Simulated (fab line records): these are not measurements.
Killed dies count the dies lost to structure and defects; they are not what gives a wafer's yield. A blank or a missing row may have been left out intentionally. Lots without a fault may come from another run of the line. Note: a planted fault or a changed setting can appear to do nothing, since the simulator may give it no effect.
A lot that was struck, set against a sound lot | flow sky130 | 15 out of 708 route steps
Sound: these wafers, L862.1, L862.4, L862.5. Wafers L866.1, L866.3, L866.6 were the ones struck. The cause comes at the end.
For every step that has rows: the tool of each side, followed by ch and its chambers, followed by its first start. Under that, the readings that differ: sound wafers | struck wafers | difference of the means | sigmas: that difference in standard deviations of wafers without a fault.
alike: readings with means less than 2 such deviations apart, plus words and numbers identical on both sides. not compared: withheld readings, readings lacking a value on some wafer, bounds such as >300 that could conceal the same value, and numbers that have no deviation in the record and whose values overlap.
The two part at a step that has a row with sigmas, a row that says differs or no value, or rows on one side only. Numbers that don't overlap but have no deviation are shown without sigmas and don't part them. A reading missing from all wafers of one side parts the sides only when that side holds two or more wafers.

first, 7 steps without rows for these wafers: SKY_PAD_OPEN_DEHYDRATE_00 (time 60 s); SKY_PAD_OPEN_HMDS_01 (prime time 60 s); SKY_PAD_OPEN_COAT_02 (resist thk 3000 nm); SKY_PAD_OPEN_SOFTBAKE_03; SKY_PAD_OPEN_EXPOSE_04 (exposes mask PDM, target cd 60000 nm); SKY_PAD_OPEN_PEB_05; SKY_PAD_OPEN_DEVELOP_06 (develop time 60 s).
SKY_PAD_OPEN_ETCH_07: etches the open film in CF4/O2, stops on AlCu, target depth 725 nm, time 161.1 s.
  sound on rie_diel-03 ch 0,1,3, day 46 20:59; struck on rie_diel-01 ch 1,2, day 48 00:42
  alike: bias_w, drypump_motor_current_A, oes_product_au, throttle_valve_pct
  not compared: rf_hours_counter_h
SKY_PAD_OPEN_STRIP_08: strips in O2/N2.
  sound on plasma_asher-03 ch 1, day 46 21:05; struck on plasma_asher-02 ch 0,1, day 48 00:48
  alike: drypump_motor_current_A, oes_product_au
  not compared: rf_hours_counter_h
then, 3 steps without rows for these wafers: SKY_PAD_OPEN_STRIP_09 (strips in post etch residue remover, time 1200 s); SKY_PAD_OPEN_CLEAN_10 (cleans in IPA, time 180 s); SKY_PAD_OPEN_CLEAN_11 (cleans in O3/DIW).
SKY_PAD_OPEN_ANNEAL_12:
  sound on furnace-01 ch 0, day 46 21:44; struck on furnace-01 ch 0, day 48 01:44
  reading                | sound                | struck               | difference | sigmas
  spike_tc_bottom_C (C)  | 421.6 423.0 422.5    | 401.2 403.2 401.8    | -20.3      | -20
  spike_tc_centre_C (C)  | 402.3 398.8 398.6    | 378.7 377.2 378.8    | -21.7      | -20
  spike_tc_lower_C (C)   | 399.4 400.0 400.4    | 380.6 378.7 378.0    | -20.8      | -21
  spike_tc_upper_C (C)   | 400.6 399.2 400.4    | 379.0 379.3 378.7    | -21.1      | -22
  tube_center_temp_C (C) | 400.05 399.94 399.97 | 379.17 379.18 379.16 | -20.82     | -99 or more
  tube_center_temp_C_max | 400.98 400.79 401.42 | 380.19 380.27 380.17 | -20.85     | -99 or more
  alike: ramp_up_c_per_min, zone_power_bottom_pct, zone_power_upper_pct
SKY_PAD_OPEN_BOW_MEAS_13:
  sound on film_metro-01, day 46 23:14; struck on film_metro-04, day 48 03:14
  reading           | sound    | struck   | difference | sigmas
  PAD_OPEN_BOW (um) | 47 37 38 | 66 57 56 | +19        | +2
SKY_PAD_OPEN_PROBE_99:
  sound on prober-01, day 46 23:21; struck on prober-01, day 48 03:22
  alike: defect_limited_yield, killed_at_M0_to_M3, killed_at_M4_up, killed_at_contacts, killed_at_front_end, killed_at_other, killed_dies, killed_open, killed_short, sort_bin_3_pad_short, sort_bin_5_function, sort_bin_6_memory, sort_n_pass, sort_yield_pct

== WHERE THEY PART ==
At SKY_PAD_OPEN_ANNEAL_12 first; at SKY_PAD_OPEN_BOW_MEAS_13 last (within this record only). Later steps at which nothing parts them and some readings are alike: SKY_PAD_OPEN_PROBE_99.

WHY: what had been put in by the simulator
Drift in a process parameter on furnace-01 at SKY_PAD_OPEN_ANNEAL_12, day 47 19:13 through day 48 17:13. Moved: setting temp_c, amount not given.
